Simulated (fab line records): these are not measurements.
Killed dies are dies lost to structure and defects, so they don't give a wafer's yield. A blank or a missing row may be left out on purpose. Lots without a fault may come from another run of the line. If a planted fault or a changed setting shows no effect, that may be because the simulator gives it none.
fab line records | flow sky130
record lots=6 wafers=18 last-day=50
route steps=708 shown METAL1@441 PAD_OPEN@708
lots that met no fault: taken from a fault-free run of the same line
start-h: start of the lot's first displayed wafer, in hours after the record's first day | wait-h: how many hours have passed since the lot's step before this one | " repeats the value in the row above | L1.1+2: several wafers, shown together as one row | - no value present, or no start provided | * or withheld: withheld | < > ~ a bound
route shown NAME@n: a module of which the file shows steps, and the number in the route of the first | usual: average and standard deviation across the fault-free wafers | same: alike in all rows | chamber/n: place in a boat | sites: readings site by site | _std_site: the standard deviation of these | _edge_site: outer sites' mean less inner sites' | radius-mm: for every site, how far away it sits from the centre of the wafer | mask NAME#n: copy n | behind: the last tool/chamber to shape the wafer | hold: what put the lot on hold/how long, in hours/how the hold closed | device: transistor that didn't switch, given as n, p or np | end of line: the route-end tests of the same wafers | for a step that has no rows: nothing shown but its recipe | killed: at the first sort, the dies lost to defects and structure; wafer yield is something else | map: dies across one wafer; x = killed, . = not, _ = none there
set.NAME: the setting the step ran with; set.NAME@STEP: the setting that earlier step ran with | model.NAME: the simulator's own value behind a step, which no gauge read
certain route steps with their lots: each step a table, each wafer a row
services: from which hour (start-h, from the record's first day; less than 0 if before it) a tool's chamber was out of use, for how many hours, and why
## steps
# step SKY_METAL1_DEHYDRATE_07
# recipe temp-c=200 time-s=60
# step SKY_METAL1_HMDS_08
# recipe prime-time-s=60 prime-temp-c=120
# step SKY_METAL1_COAT_09
# recipe resist=BARC temp-c=withheld time-s=withheld spin-rpm=3000 resist-thk-nm=60
# step SKY_METAL1_COAT_10
# recipe resist=KrF-thick spin-rpm=3000 resist-thk-nm=450
# step SKY_METAL1_SOFTBAKE_11
# recipe temp-c=100 time-s=90 resist=KrF-thick
# step SKY_METAL1_EXPOSE_12
# recipe mask-id=MM1 na=0.8 source-shape=annular sigma-inner=0.55 sigma-outer=0.85 target-cd-nm=140 dose-mj=28
# step SKY_METAL1_PEB_13
# recipe peb-temp-c=withheld peb-time-s=withheld resist=KrF-thick
# step SKY_METAL1_DEVELOP_14
# recipe develop-time-s=60 resist=KrF-thick dev-temp-c=21
# step SKY_METAL1_CD_MEAS_15
# recipe target-cd-nm=140
# usual cd-nm=140.1/1.5
# columns lot.wafer tool chamber start-h wait-h cd-nm
L171.2 cd-sem-01 - 778.73 - 139.6
L171.3 " - " " 139.5
L171.4 " - " " 139.3
L174.2 cd-sem-01 - 830.43 - 136.9
L174.5 " - " " 138.3
L174.6 " - " " 137.2
L178.2 cd-sem-01 - 836.93 - 138.3
L178.4 " - " " 137.7
L178.5 " - " " 138.9
L179.1 cd-sem-01 - 860.10 - 139.8
L179.2 " - " " 141.1
L179.3 " - " " 140.8
L184.2 cd-sem-01 - 914.33 - 137.3
L184.3 " - " " 137.8
L184.4 " - " " 136.9
L189.1 cd-sem-02 - 937.75 - 138.9
L189.2 " - " " 139.7
L189.6 " - " " 140.1
# step SKY_METAL1_OVL_MEAS_16
# usual METAL1_OVL=3/6.3
# columns lot.wafer tool chamber start-h wait-h METAL1_OVL[nm]
L171.2 overlay-02 - 778.84 0.1 4
L171.3 " - " " 7
L171.4 " - " " -4
L174.2 overlay-01 - 830.54 0.1 8
L174.5 " - " " 4
L174.6 " - " " 13
L178.2 overlay-02 - 837.04 0.1 2
L178.4 " - " " 2
L178.5 " - " " 13
L179.1 overlay-02 - 860.22 0.1 5
L179.2 " - " " 2
L179.3 " - " " 3
L184.2 overlay-01 - 914.44 0.1 -6
L184.3 " - " " 0
L184.4 " - " " -1
L189.1 overlay-02 - 937.87 0.1 8
L189.2 " - " " 8
L189.6 " - " " 9
# step SKY_METAL1_DESCUM_17
# recipe chemistry=O2 source-power-w=150 bias-power-w=0 pressure-mtorr=10 temp-c=40 time-s=8
# usual drypump-motor-current-A=5.7/0.35 oes-product-au=1.003/0.0089
# columns lot.wafer tool chamber start-h wait-h drypump-motor-current-A oes-product-au rf-hours-counter-h
L171.2 rie-metal-01 0 778.88 0.0 5.3 1.010 -
L171.3 " 0 " " 5.3 1.004 -
L171.4 " 0 " " 5.3 1.010 -
L174.2 rie-metal-04 0 830.58 0.0 5.6 0.990 -
L174.5 " 0 " " 5.7 1.002 -
L174.6 " 0 " " 5.6 0.998 -
L178.2 rie-metal-04 0 837.08 0.0 5.7 0.996 -
L178.4 " 0 " " 5.7 0.997 -
L178.5 " 0 " " 5.7 1.004 -
L179.1 rie-metal-04 0 860.25 0.0 5.7 0.990 5
L179.2 " 1 " " 6.0 0.990 1
L179.3 " 0 " " 5.8 0.992 -
L184.2 rie-metal-01 1 914.47 0.0 5.7 1.002 2
L184.3 " 1 " " 5.7 0.995 -
L184.4 " 0 " " 5.3 1.003 -
L189.1 rie-metal-04 1 937.90 0.0 6.0 1.001 4
L189.2 " 0 " " 5.7 0.983 9
L189.6 " 0 " " 5.7 0.990 -
# step SKY_METAL1_ETCH_18
# recipe chemistry=N2/H2 target=BARC ion-energy-ev=200 bias-w=100 pressure-mtorr=30 n2-flow-sccm=100 h2-flow-sccm=200 icp-w=500 stop-on=SiO2 time-s=45.9 target-depth-a=600
# usual drypump-motor-current-A=5.7/0.34 oes-product-au=0.854/0.005 throttle-valve-pct=13.225/0.0092
# columns lot.wafer tool chamber start-h wait-h drypump-motor-current-A oes-product-au rf-hours-counter-h throttle-valve-pct
L171.2 rie-metal-01 0 778.95 0.1 5.3 0.853 - 13.223
L171.3 " 0 " " 5.3 0.853 - 13.210
L171.4 " 0 " " 5.3 0.851 - 13.228
L174.2 rie-metal-04 0 830.65 0.1 5.7 0.859 - 13.223
L174.5 " 0 " " 5.7 0.854 - 13.228
L174.6 " 0 " " 5.7 0.854 - 13.234
L178.2 rie-metal-04 0 837.15 0.1 5.7 0.861 - 13.222
L178.4 " 0 " " 5.7 0.851 - 13.219
L178.5 " 0 " " 5.7 0.847 - 13.219
L179.1 rie-metal-04 0 860.29 0.0 5.7 0.852 5 13.224
L179.2 " 1 " " 6.0 0.859 1 13.245
L179.3 " 0 " " 5.7 0.853 - 13.213
L184.2 rie-metal-01 1 914.50 0.0 5.7 0.856 3 13.230
L184.3 " 1 " " 5.7 0.846 - 13.231
L184.4 " 0 " " 5.3 0.851 - 13.229
L189.1 rie-metal-04 1 937.94 0.0 6.1 0.844 4 13.242
L189.2 " 0 " " 5.7 0.852 9 13.233
L189.6 " 0 " " 5.7 0.862 - 13.226
# step SKY_METAL1_METAL_ETCH_19
# recipe target-depth-a=3600 stop-on=SiO2 over-etch-frac=0.3 time-s=78 chemistry=Cl2/BCl3 resist-sidewall-deg=88 pressure-mtorr=10 icp-w=900 bias-w=48.5 Cl2_flow_sccm=60 bcl3-flow-sccm=30
# usual drypump-motor-current-A=5.7/0.35 mfc-cl2-sccm=60.00/0.18 oes-product-au=0.855/0.0058 over-etch-frac=0.3/0 throttle-valve-pct=22.265/0.0086
# columns lot.wafer tool chamber start-h wait-h drypump-motor-current-A mfc-cl2-sccm oes-product-au over-etch-frac rf-hours-counter-h throttle-valve-pct model.KrF-thick_of_METAL1_COAT_10.thk-nm model.METAL1.cd-nm
L171.2 rie-metal-01 0 779.08 0.1 5.3 60.16 0.858 0.3 - 22.278 150.7 141.3
L171.3 " 0 " " 5.3 60.04 0.855 0.3 - 22.277 153.8 137.4
L171.4 " 0 " " 5.3 60.31 0.858 0.3 - 22.282 151 140.1
L174.2 rie-metal-04 0 830.79 0.1 5.7 59.97 0.853 0.3 - 22.266 162.2 137.1
L174.5 " 0 " " 5.7 60.08 0.857 0.3 - 22.255 160.8 139.9
L174.6 " 0 " " 5.7 60.04 0.860 0.3 - 22.256 162.6 137.6
L178.2 rie-metal-04 0 837.28 0.1 5.7 59.94 0.804 0.46566 - 22.280 131.8 133.1
L178.4 " 0 " " 5.7 59.89 0.797 0.46566 - 22.256 130.7 133.7
L178.5 " 0 " " 5.7 60.15 0.806 0.46566 - 22.265 131.3 134
L179.1 rie-metal-04 0 860.35 0.0 5.7 59.88 0.803 0.46566 6 22.272 128.3 134.7
L179.2 " 1 " " 6.0 60.09 0.808 0.46566 1 22.266 125.1 137.4
L179.3 " 0 " " 5.7 59.93 0.808 0.46566 - 22.264 129.8 135.1
L184.2 rie-metal-01 1 914.56 0.0 5.7 59.98 0.861 0.3 3 22.275 163.1 138.8
L184.3 " 1 " " 5.7 59.84 0.863 0.3 - 22.261 156.9 140.3
L184.4 " 0 " " 5.3 59.95 0.861 0.3 - 22.265 152.7 137.3
L189.1 rie-metal-04 1 938.00 0.0 6.0 59.94 0.851 0.3 4 22.265 158.8 138.8
L189.2 " 0 " " 5.7 60.08 0.858 0.3 9 22.247 164.2 137.9
L189.6 " 0 " " 5.7 59.93 0.851 0.3 - 22.261 162.7 137.7
# step SKY_METAL1_STRIP_20
# recipe chemistry=O2/N2 power-w=1400 pressure-mtorr=1500 platen-temp-c=withheld o2-flow-sccm=3000 n2-flow-sccm=300 overash-fraction=0.5
# usual drypump-motor-current-A=5.5/0.34 oes-product-au=0.342/0.0051 strip-time-to-endpoint-s=2.68/0.041
# columns lot.wafer tool chamber start-h wait-h drypump-motor-current-A oes-product-au rf-hours-counter-h strip-time-to-endpoint-s
L171.2 plasma-asher-02 1 779.23 0.1 5.0 0.342 35 2.62
L171.3 " 1 " " 5.0 0.340 - 2.65
L171.4 " 0 " " 6.0 0.344 - 2.60
L174.2 plasma-asher-03 1 830.94 0.1 5.5 0.344 71 2.74
L174.5 " 0 " " 5.4 0.347 - 2.71
L174.6 " 1 " " 5.5 0.354 - 2.75
L178.2 plasma-asher-02 0 837.43 0.1 6.0 0.328 41 2.41
L178.4 " 0 " " 6.0 0.324 - 2.38
L178.5 " 0 " " 6.0 0.326 - 2.40
L179.1 plasma-asher-02 1 860.44 0.1 5.1 0.327 43 2.36
L179.2 " 0 " " 6.0 0.335 43 2.31
L179.3 " 1 " " 5.0 0.319 - 2.37
L184.2 plasma-asher-02 1 914.65 0.1 5.0 0.345 49 2.75
L184.3 " 0 " " 6.0 0.349 - 2.69
L184.4 " 1 " " 5.0 0.349 - 2.64
L189.1 plasma-asher-03 0 938.09 0.1 5.4 0.340 82 2.71
L189.2 " 1 " " 5.5 0.345 82 2.76
L189.6 " 1 " " 5.5 0.351 - 2.75
# step SKY_METAL1_STRIP_21
# recipe chemistry=post-etch-residue-remover time-s=1200 temp-c=72.5
# step SKY_PAD_OPEN_PROBE_99
# usual defect-limited-yield=82.5/1.9 killed_at_M0_to_M3=44/7.2 killed_at_M4_up=3.0/1.8 killed-at-contacts=24/5.4 killed-at-front-end=14/4.4 killed-at-other=0.4/0.64 killed-dies=86/9.4 killed-open=47/7.7 killed-short=39/5.8 sort_bin_3_pad_short=0.9/0.38 sort_bin_5_function=10.3/1.4 sort_bin_6_memory=6.4/1.2 sort-n-pass=406/9.4 sort-yield-pct=82.5/1.9
# same gross-dies=492 killed-at-back-side=0 sort_bin_4_leakage[%]=0 sort_bin_8_speed[%]=0
# columns lot.wafer tool chamber start-h wait-h defect-limited-yield[%] killed_at_M0_to_M3 killed_at_M4_up killed-at-contacts killed-at-front-end killed-at-other killed-dies killed-open killed-short sort_bin_3_pad_short[%] sort_bin_5_function[%] sort_bin_6_memory[%] sort-n-pass sort-yield-pct[%]
L174.2 prober-01 - 1129.16 0.1 82.9 49 4 20 10 1 84 47 37 0.4 11.8 4.9 408 82.9
L174.5 prober-01 - 1129.31 0.2 84.1 46 0 15 17 0 78 43 35 1.0 8.3 6.5 414 84.1
L174.6 prober-01 - 1129.36 0.2 85.2 45 0 21 7 0 73 42 31 0.8 7.9 6.1 419 85.2
L178.2 prober-01 - 1130.66 0.1 81.3 51 2 26 12 1 92 62 30 1.0 10.4 7.3 400 81.3
L178.4 prober-01 - 1130.76 0.2 83.7 45 2 26 7 0 80 46 34 0.8 9.8 5.7 412 83.7
L178.5 prober-01 - 1130.81 0.2 80.9 48 5 29 12 0 94 49 45 0.6 10.8 7.7 398 80.9
L179.1 prober-02 - 1149.13 0.1 83.7 43 4 16 17 0 80 38 42 0.8 8.3 7.1 412 83.7
L184.2 prober-02 - 1187.42 0.1 79.9 61 7 22 9 0 99 54 45 1.0 11.4 7.7 393 79.9
L184.3 prober-02 - 1187.47 0.2 81.9 47 6 27 9 0 89 49 40 0.8 11.4 5.9 403 81.9
L184.4 prober-02 - 1187.52 0.2 79.9 45 7 33 14 0 99 55 44 1.0 12.8 6.3 393 79.9
# killed by level:class
L174.2 VIA1:geometric-particle:open=16 METAL2:geometric-particle:short=8 VIA2:geometric-particle:short=7 CONTACT:geometric-particle:open=7 FIELD_ISO:geometric-particle:open=5 VIA3:geometric-particle:open=4 LI_CONTACT:geometric-particle:short=4 LI_CONTACT:geometric-particle:open=4
L174.5 VIA2:geometric-particle:open=10 VIA1:geometric-particle:open=9 POLY_GATE:geometric-particle:open=5 CONTACT:geometric-particle:open=5 METAL3:geometric-particle:short=5 VIA1:geometric-particle:short=5 FIELD_ISO:geometric-particle:short=4 LOCAL_INTERCONNECT:geometric-particle:short=4
L174.6 VIA1:geometric-particle:open=15 CONTACT:geometric-particle:open=8 METAL2:geometric-particle:short=7 LI_CONTACT:geometric-particle:open=6 METAL1:geometric-particle:short=6 FIELD_ISO:geometric-particle:open=4 VIA3:geometric-particle:open=4 VIA1:geometric-particle:short=4
L178.2 VIA1:geometric-particle:open=21 CONTACT:geometric-particle:open=13 METAL2:geometric-particle:short=8 VIA3:geometric-particle:open=7 LI_CONTACT:geometric-particle:open=6 VIA1:geometric-particle:short=5 FIELD_ISO:geometric-particle:open=4 CONTACT:geometric-particle:short=4
L178.4 LI_CONTACT:geometric-particle:open=10 CONTACT:geometric-particle:open=9 METAL2:geometric-particle:short=8 VIA1:geometric-particle:open=8 VIA3:geometric-particle:open=7 METAL1:geometric-particle:short=6 VIA3:geometric-particle:short=4 CONTACT:geometric-particle:short=4
L178.5 LI_CONTACT:geometric-particle:open=11 CONTACT:geometric-particle:open=8 METAL1:geometric-particle:short=8 VIA1:geometric-particle:short=7 VIA3:geometric-particle:open=7 CONTACT:geometric-particle:short=6 VIA1:geometric-particle:open=5 METAL2:geometric-particle:short=5
L179.1 VIA1:geometric-particle:open=14 POLY_GATE:geometric-particle:short=10 VIA1:geometric-particle:short=10 VIA2:geometric-particle:open=7 LI_CONTACT:geometric-particle:open=5 CONTACT:geometric-particle:open=5 METAL2:geometric-particle:short=5 METAL4:geometric-particle:short=4
L184.2 VIA1:geometric-particle:open=12 LI_CONTACT:geometric-particle:open=10 CONTACT:geometric-particle:open=9 METAL1:geometric-particle:short=8 METAL4:geometric-particle:short=7 VIA2:geometric-particle:open=7 VIA2:geometric-particle:short=7 METAL2:geometric-particle:short=6
L184.3 VIA1:geometric-particle:open=13 LI_CONTACT:geometric-particle:open=10 CONTACT:geometric-particle:open=10 VIA1:geometric-particle:short=8 VIA2:geometric-particle:open=5 METAL1:geometric-particle:short=4 LI_CONTACT:geometric-particle:short=4 VIA3:geometric-particle:open=4
L184.4 CONTACT:geometric-particle:open=12 LI_CONTACT:geometric-particle:open=10 VIA1:geometric-particle:open=10 VIA2:geometric-particle:open=7 VIA2:geometric-particle:short=6 FIELD_ISO:geometric-particle:short=5 CONTACT:geometric-particle:short=5 METAL2:geometric-particle:short=5
## services
# columns tool chamber start-h hours kind
plasma-asher-03 - 761.43 2.8 pm
rie-metal-01 1 762.45 35.1 repair
plasma-asher-02 - 775.78 2.8 pm
rie-metal-04 1 815.80 - clean
rie-metal-04 1 815.80 23.4 scheduled-down
rie-metal-04 1 815.80 23.4 vent-cycle
rie-metal-01 1 833.77 - clean
rie-metal-01 1 833.77 15.3 scheduled-down
rie-metal-01 1 833.77 15.3 vent-cycle
plasma-asher-02 - 874.32 1.9 repair
rie-metal-01 - 934.53 28.1 pm
## key
first-sign step=SKY_METAL1_METAL_ETCH_19 reading=over-etch-frac direction=up sigmas=99+ usual=0.3 struck=0.46566
effect step=SKY_METAL1_METAL_ETCH_19 reading=oes-product-au direction=down sigmas=8.7 usual=0.855 struck=0.804
effect step=SKY_METAL1_STRIP_20 reading=strip-time-to-endpoint-s direction=down sigmas=7.6 usual=* struck=*
model-effect step=SKY_METAL1_METAL_ETCH_19 value=KrF-thick_of_METAL1_COAT_10.thk-nm without=159.3 struck=129.5
met-at SKY_METAL1_METAL_ETCH_19
struck-wafers L178.2,L178.4,L178.5,L179.1,L179.2,L179.3
onset-between 830.79 837.28
fault kind=process-parameter-drift tool=rie-metal-04 chamber=- onset-h=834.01 steps=SKY_METAL1_METAL_ETCH_19 channel=over-etch-frac offset=0.16566 shape=step end-h=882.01 acts-in=these-recipes-only stated=0.3
